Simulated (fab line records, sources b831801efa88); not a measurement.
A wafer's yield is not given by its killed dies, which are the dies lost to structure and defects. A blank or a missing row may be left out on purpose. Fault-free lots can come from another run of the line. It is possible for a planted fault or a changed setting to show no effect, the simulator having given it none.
Which tool was responsible? :: flow sky130 :: 9 lots, 27 wafers sampled, at 5 steps of a route of 708

## WHAT THE GAUGES SHOWED, per wafer
SKY_METAL5_RS_MEAS_05: measurement is done with a four-point probe.
lot: L836
measured: day 44 06:07
on: film_metro-04
METAL5_ALCU_RS (ohm/sq): 0.02706 0.02689 0.02706

lot: L837
measured: day 44 08:52
on: film_metro-04
METAL5_ALCU_RS (ohm/sq): 0.02721 0.02737 0.02727

lot: L838
measured: day 44 16:20
on: film_metro-02
METAL5_ALCU_RS (ohm/sq): 0.02739 0.02724 0.02743

lot: L839
measured: day 44 19:08
on: film_metro-04
METAL5_ALCU_RS (ohm/sq): 0.02675 0.02666 0.027

lot: L844
measured: day 45 19:58
on: film_metro-03
METAL5_ALCU_RS (ohm/sq): 0.02735 0.02758 0.02737

lot: L845
measured: day 46 08:24
on: film_metro-02
METAL5_ALCU_RS (ohm/sq): 0.02711 0.02714 0.02711

lot: L848
measured: day 46 19:41
on: film_metro-02
METAL5_ALCU_RS (ohm/sq): 0.02736 0.02735 0.02717

lot: L847
measured: day 46 21:24
on: film_metro-04
METAL5_ALCU_RS (ohm/sq): 0.03167 0.02676 0.02716

lot: L849
measured: day 47 20:14
on: film_metro-04
METAL5_ALCU_RS (ohm/sq): 0.02723 0.02726 0.02721

## TOOL THAT RAN EACH LOT (tool first, then ch and the chambers of the sampled wafers, then the start)
lot: L836
SKY_VIA1_ETCH_14: rie_diel-04 ch 0,2, day 35 14:04
SKY_METAL2_DESCUM_17: rie_metal-02 ch 0,1, day 36 17:28
SKY_VIA2_ETCH_15: rie_diel-02 ch 0,2,3, day 37 21:13
SKY_METAL5_SPUTTER_02: pvd_sputter-04, day 44 05:58

lot: L837
SKY_VIA1_ETCH_14: rie_diel-01 ch 0,1,2, day 35 17:01
SKY_METAL2_DESCUM_17: rie_metal-04 ch 0, day 36 21:28
SKY_VIA2_ETCH_15: rie_diel-02 ch 0,3, day 38 00:09
SKY_METAL5_SPUTTER_02: pvd_sputter-04, day 44 08:45

lot: L838
SKY_VIA1_ETCH_14: rie_diel-02 ch 0,1, day 36 01:55
SKY_METAL2_DESCUM_17: rie_metal-02 ch 0, day 37 05:34
SKY_VIA2_ETCH_15: rie_diel-04 ch 1,2, day 38 08:37
SKY_METAL5_SPUTTER_02: pvd_sputter-04, day 44 16:11

lot: L839
SKY_VIA1_ETCH_14: rie_diel-04 ch 1,2,3, day 36 04:53
SKY_METAL2_DESCUM_17: rie_metal-04 ch 0, day 37 07:55
SKY_VIA2_ETCH_15: rie_diel-04 ch 0,1,2, day 38 10:31
SKY_METAL5_SPUTTER_02: pvd_sputter-04, day 44 19:01

lot: L844
SKY_VIA1_ETCH_14: rie_diel-01 ch 1,2,3, day 37 10:10
SKY_METAL2_DESCUM_17: rie_metal-04 ch 0,1, day 38 12:38
SKY_VIA2_ETCH_15: rie_diel-02 ch 1,3, day 39 14:00
SKY_METAL5_SPUTTER_02: pvd_sputter-01, day 45 19:48

lot: L845
SKY_VIA1_ETCH_14: rie_diel-04 ch 0,3, day 38 01:22
SKY_METAL2_DESCUM_17: rie_metal-02 ch 0,1, day 39 03:16
SKY_VIA2_ETCH_15: rie_diel-04 ch 0,1, day 40 05:16
SKY_METAL5_SPUTTER_02: pvd_sputter-01, day 46 08:16

lot: L848
SKY_VIA1_ETCH_14: rie_diel-04 ch 0,1,3, day 38 13:46
SKY_METAL2_DESCUM_17: rie_metal-04 ch 0,1, day 39 16:16
SKY_VIA2_ETCH_15: rie_diel-02 ch 0,1, day 40 17:52
SKY_METAL5_SPUTTER_02: pvd_sputter-04, day 46 19:32

lot: L847
SKY_VIA1_ETCH_14: rie_diel-04 ch 0,1,2, day 38 16:38
SKY_METAL2_DESCUM_17: rie_metal-03 ch 0,1, day 39 18:19
SKY_VIA2_ETCH_15: rie_diel-03 ch 1,2, day 40 20:12
SKY_METAL5_SPUTTER_02: pvd_sputter-01, day 46 21:16

lot: L849
SKY_VIA1_ETCH_14: rie_diel-02 ch 0,1,3, day 39 18:07
SKY_METAL2_DESCUM_17: rie_metal-04 ch 0,1, day 40 20:17
SKY_VIA2_ETCH_15: rie_diel-04 ch 0,1, day 41 22:48
SKY_METAL5_SPUTTER_02: pvd_sputter-04, day 47 20:04
- SKY_VIA1_ETCH_14: etches BARC in N2/H2, stops on SiO2, time 45.9 s, target depth 60 nm.
- SKY_METAL2_DESCUM_17: chemistry O2, time 8 s.
- SKY_VIA2_ETCH_15: etches SiO2 in C4F8/O2/Ar, stops on TiN, target depth 546 nm, time 84 s.
- SKY_METAL5_SPUTTER_02: material AlCu, target thk 1150 nm, time 61.2 s.

## THE ANSWER, worked out from the rows above alone
Rule: what is usual is taken from the lots themselves. Put in order of their means at a reading, lots are off if they are a third of the lots or fewer, leave a main group of 4 or more, and stand apart from it by a gap of 3 or more times the standard deviation of the main group's means; of several such gaps the widest counts. A main group whose means are all the same, to the digits that the tables above print for the reading, isn't used. Also off: a lot with no number at a reading for which 4 or more lots have one. Any other lot the step has rows for is counted as sound.
Off: at SKY_METAL5_RS_MEAS_05 (METAL5_ALCU_RS), L847. The main group: mean 0.0272 ohm/sq, standard deviation 0.00019.
A tool fits if, at a process step before that reading, it ran every lot that is off, and no sound lot after the first of them. The gauges at SKY_METAL5_RS_MEAS_05 are tried like those tools. Can't be told from this: 4 tools fit, rie_diel-04 at SKY_VIA1_ETCH_14, rie_metal-03 at SKY_METAL2_DESCUM_17, rie_diel-03 at SKY_VIA2_ETCH_15, pvd_sputter-01 at SKY_METAL5_SPUTTER_02.

## WHAT HAD BEEN PUT IN BY THE SIMULATOR
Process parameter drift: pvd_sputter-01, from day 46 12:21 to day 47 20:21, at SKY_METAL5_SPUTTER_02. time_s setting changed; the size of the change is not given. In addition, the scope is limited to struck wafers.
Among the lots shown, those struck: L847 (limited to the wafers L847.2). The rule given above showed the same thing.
